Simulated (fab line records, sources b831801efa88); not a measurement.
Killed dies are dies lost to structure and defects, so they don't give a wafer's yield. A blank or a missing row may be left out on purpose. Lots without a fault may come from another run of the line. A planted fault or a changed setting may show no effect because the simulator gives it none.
fab line records | flow gf180mcu
record lots=14 wafers=42 last_day=34
route steps=602 shown V3@431 M4@458
lots that met no fault: from a run of the same line without faults
start_h: hours from the record's first day to the start of the lot's first wafer shown | wait_h: hours since the lot's step before | " the same as in the row above | L1.1+2: a row that stands for several wafers | - no value, or no start given | * or withheld: withheld | < > ~ a bound
route shown NAME@n: a module of which the file shows steps, and the number in the route of the first | usual: mean/standard deviation of fault-free wafers | same: alike in all rows | chamber/n: place in a boat | sites: the reading at each site | _std_site: their standard deviation | _edge_site: outer sites' mean less inner sites' | radius_mm: how far each site lies from the wafer's centre | mask NAME#n: copy n | behind: the tool/chamber that last shaped the wafer | hold: why the lot was held/for how many hours/how that ended | device: the transistor (n, p or np) that didn't switch | end of line: the same wafers' tests at the end of the route | a step without rows: its recipe alone | killed: dies lost to structure and defects at the first sort, not the wafer's yield | map: a wafer's dies, x killed, . not, _ none there
set.NAME: the setting as run; set.NAME@STEP: as run at that earlier step | model.NAME: the simulator's own value behind a step, which no gauge read
steps of the route over a sample of lots; a table a step, a row a wafer
services: from which hour (start_h, from the record's first day; less than 0 if before it) a tool's chamber was out of use, for how many hours, and why
## steps
# step GF_V3_CVD_02
# recipe material=SiO2 target_thk_nm=850 precursor=TEOS temp_c=400 time_s=94.851 rf_w=600
# usual heater_power_outer_w=402/60 heater_power_w=675/93
# columns lot.wafer tool chamber start_h wait_h heater_power_outer_w heater_power_w
L228.3 pecvd-01 2 495.32 0.0 387 669
L228.5 " 0 " " 345 696
L228.6 " 1 " " 542 862
L229.1 pecvd-03 0 498.48 0.1 350 559
L229.2 " 2 " " 458 672
L229.5 " 2 " " 368 534
L230.1 pecvd-02 2 511.06 0.1 396 646
L230.2 " 1 " " 387 634
L230.5 " 2 " " 433 700
L231.1 pecvd-01 0 516.45 0.1 379 719
L231.3 " 2 " " 316 554
L231.5 " 1 " " 517 864
L232.2 pecvd-01 0 523.40 0.0 393 752
L232.3 " 1 " " 494 831
L232.5 " 1 " " 515 868
L233.1 pecvd-03 2 534.23 0.1 423 627
L233.3 " 1 " " 393 686
L233.6 " 2 " " 449 668
L236.1 pecvd-02 2 568.19 0.1 421 681
L236.3 " 0 " " 457 721
L236.6 " 2 " " 437 707
L237.2 pecvd-03 2 570.39 0.0 394 606
L237.3 " 0 " " 304 502
L237.6 " 0 " " 342 543
L238.4 pecvd-01 2 578.03 0.1 310 544
L238.5 " 0 " " 305 611
L238.6 " 2 " " 345 622
L241.1 pecvd-02 1 599.56 0.1 458 703
L241.3 " 0 " " 391 627
L241.6 " 0 " " 440 659
L242.4 pecvd-01 2 611.89 0.1 390 651
L242.5 " 0 " " 402 743
L242.6 " 1 " " 524 840
L244.2 pecvd-03 1 627.73 0.0 375 678
L244.3 " 2 " " 432 646
L244.6 " 0 " " 345 557
L249.1 pecvd-01 1 655.93 0.1 532 877
L249.4 " 2 " " 371 643
L249.5 " 0 " " 419 760
L251.1 pecvd-01 1 668.40 0.1 498 851
L251.2 " 0 " " 354 700
L251.3 " 2 " " 428 696
# step GF_V3_SPUTTER_21
# recipe material=Ti target_thk_nm=15 chamber_pressure_pa=5 power_w=2587 substrate_temp_c=200 time_s=80.02
# usual cathode_dc_power_W=2586.9/0.44 chamber_pressure_pa=5.000/0.0097 throttle_valve_pct=29.6/0.99
# columns lot.wafer tool chamber start_h wait_h cathode_dc_power_W chamber_pressure_pa throttle_valve_pct
L228.3 pvd_sputter-04 - 519.84 0.0 2586.4 5.006 29.8
L228.5 " - " " 2586.5 4.992 30.0
L228.6 " - " " 2587.3 5.005 28.4
L229.1 pvd_sputter-04 - 523.05 0.0 2586.5 4.995 29.0
L229.2 " - " " 2587.3 4.995 28.4
L229.5 " - " " 2587.0 4.998 28.9
L230.1 pvd_sputter-02 - 535.07 0.0 2586.6 4.997 29.6
L230.2 " - " " 2587.9 5.010 31.5
L230.5 " - " " 2587.2 4.997 29.3
L231.1 pvd_sputter-04 - 540.73 0.0 2586.9 5.005 28.3
L231.3 " - " " 2586.7 4.997 28.6
L231.5 " - " " 2587.6 4.995 29.8
L232.2 pvd_sputter-04 - 547.40 0.0 2587.2 5.001 29.8
L232.3 " - " " 2586.5 5.003 28.9
L232.5 " - " " 2586.4 5.011 29.8
L233.1 pvd_sputter-03 - 558.18 0.0 2586.9 4.996 29.8
L233.3 " - " " 2587.2 4.998 28.8
L233.6 " - " " 2587.4 5.007 30.3
L236.1 pvd_sputter-04 - 591.52 0.0 2586.7 5.015 28.7
L236.3 " - " " 2587.1 4.991 28.2
L236.6 " - " " 2586.2 4.977 28.4
L237.2 pvd_sputter-03 - 593.30 0.0 2587.0 5.014 28.7
L237.3 " - " " 2586.9 5.010 30.6
L237.6 " - " " 2586.1 5.006 31.2
L238.4 pvd_sputter-04 - 600.21 0.0 2586.3 5.006 28.6
L238.5 " - " " 2587.0 4.986 29.8
L238.6 " - " " 2587.6 5.005 28.4
L241.1 pvd_sputter-04 - 620.80 0.0 - - -
L241.3 " - " " - - -
L241.6 " - " " - - -
L242.4 pvd_sputter-04 - 634.06 0.0 - - -
L242.5 " - " " - - -
L242.6 " - " " - - -
L244.2 pvd_sputter-03 - 648.49 0.0 2587.1 4.989 28.8
L244.3 " - " " 2586.7 4.997 29.9
L244.6 " - " " 2587.1 5.004 28.7
L249.1 pvd_sputter-02 - 677.21 0.0 2586.8 4.997 29.2
L249.4 " - " " 2586.7 4.989 29.7
L249.5 " - " " 2586.6 4.990 31.5
L251.1 pvd_sputter-02 - 689.12 0.0 2586.9 4.992 29.8
L251.2 " - " " 2586.2 4.994 29.1
L251.3 " - " " 2587.2 4.992 31.5
# step GF_M4_SPUTTER_02
# recipe material=AlCu target_thk_nm=450 power_w=10400 time_s=23.9 chamber_pressure_pa=0.4
# usual cathode_dc_power_W=10400/1.8 chamber_pressure_pa=0.4000/0.00084 throttle_valve_pct=30.2/1.1
# columns lot.wafer tool chamber start_h wait_h cathode_dc_power_W chamber_pressure_pa throttle_valve_pct
L228.3 pvd_sputter-01 - 520.66 0.0 10402 0.4011 29.2
L228.5 " - " " 10400 0.3991 31.4
L228.6 " - " " 10399 0.4006 28.9
L229.1 pvd_sputter-01 - 523.88 0.0 10398 0.3997 31.5
L229.2 " - " " 10400 0.3992 30.6
L229.5 " - " " 10400 0.3984 29.2
L230.1 pvd_sputter-04 - 535.89 0.0 10401 0.3988 30.1
L230.2 " - " " 10399 0.3993 28.5
L230.5 " - " " 10404 0.4000 28.0
L231.1 pvd_sputter-01 - 541.56 0.0 10399 0.4008 30.8
L231.3 " - " " 10400 0.4007 30.8
L231.5 " - " " 10400 0.4005 30.4
L232.2 pvd_sputter-01 - 548.23 0.0 10399 0.3993 30.8
L232.3 " - " " 10400 0.4017 29.2
L232.5 " - " " 10400 0.3992 30.7
L233.1 pvd_sputter-02 - 559.00 0.0 10399 0.3997 29.7
L233.3 " - " " 10400 0.3996 31.7
L233.6 " - " " 10400 0.4022 29.0
L236.1 pvd_sputter-02 - 592.34 0.0 10398 0.3995 31.6
L236.3 " - " " 10397 0.4005 29.4
L236.6 " - " " 10402 0.4009 29.6
L237.2 pvd_sputter-04 - 594.12 0.0 10402 0.3997 28.3
L237.3 " - " " 10398 0.3993 28.0
L237.6 " - " " 10400 0.3996 29.9
L238.4 pvd_sputter-01 - 601.05 0.0 10399 0.3994 31.4
L238.5 " - " " 10403 0.4004 30.9
L238.6 " - " " 10400 0.3990 31.4
L244.2 pvd_sputter-01 - 649.32 0.0 10399 0.4000 31.7
L244.3 " - " " 10400 0.4000 30.7
L244.6 " - " " 10398 0.4005 29.1
L249.1 pvd_sputter-04 - 678.04 0.0 10402 0.3991 29.8
L249.4 " - " " 10401 0.3999 28.2
L249.5 " - " " 10403 0.4007 28.9
L251.1 pvd_sputter-01 - 689.94 0.0 10401 0.4004 31.4
L251.2 " - " " 10401 0.4010 31.0
L251.3 " - " " 10401 0.4002 30.5
## services
# columns tool chamber start_h hours kind
pvd_sputter-03 - 478.07 1.4 repair
pecvd-02 - 500.87 0.7 repair
pecvd-03 - 511.92 0.8 repair
pvd_sputter-01 - 514.62 1.9 repair
pecvd-01 2 517.84 9.2 repair
pecvd-03 2 529.38 4.0 repair
pvd_sputter-02 - 540.59 3.0 repair
pvd_sputter-03 - 543.73 5.9 repair
pecvd-01 1 571.27 11.3 repair
pvd_sputter-02 - 578.17 2.2 repair
pecvd-01 2 588.92 4.8 repair
pecvd-03 - 591.12 14.0 pm
pecvd-03 0 591.12 14.0 vent_cycle
pecvd-03 1 591.12 14.0 vent_cycle
pecvd-03 2 591.12 14.0 vent_cycle
pvd_sputter-01 - 596.98 2.5 repair
pvd_sputter-02 - 597.46 14.0 repair
pecvd-03 0 605.12 - clean
pecvd-03 1 605.12 - clean
pecvd-02 - 626.98 6.0 pm
pecvd-01 - 628.28 0.5 repair
pecvd-01 2 639.05 13.1 repair
pecvd-03 - 670.52 6.0 pm
pecvd-01 0 680.15 9.0 repair
## key
first_sign step=GF_V3_SPUTTER_21 reading=tool_record direction=missing
effect none on later readings
met_at GF_V3_SPUTTER_21
struck_lots L241,L242
later_rows_left_out L241.1,L241.3,L241.6,L242.4,L242.5,L242.6
sort_left_out L241.1,L241.3,L241.6,L242.4,L242.5,L242.6
not_acting_at GF_V3_CVD_02,GF_M4_SPUTTER_02
onset_between 600.21 620.80
fault kind=skipped_step_whole tool=pvd_sputter-04 chamber=- onset_h=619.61 steps=GF_V3_SPUTTER_21 scope=struck_lots_only
# sort_left_out: the simulated sort isn't trusted on such a fault, so these wafers' sort isn't shown, and their yield isn't known
# later_rows_left_out: the simulator's readings of these wafers behind a module that went badly wrong aren't trusted and aren't shown, but for the sort
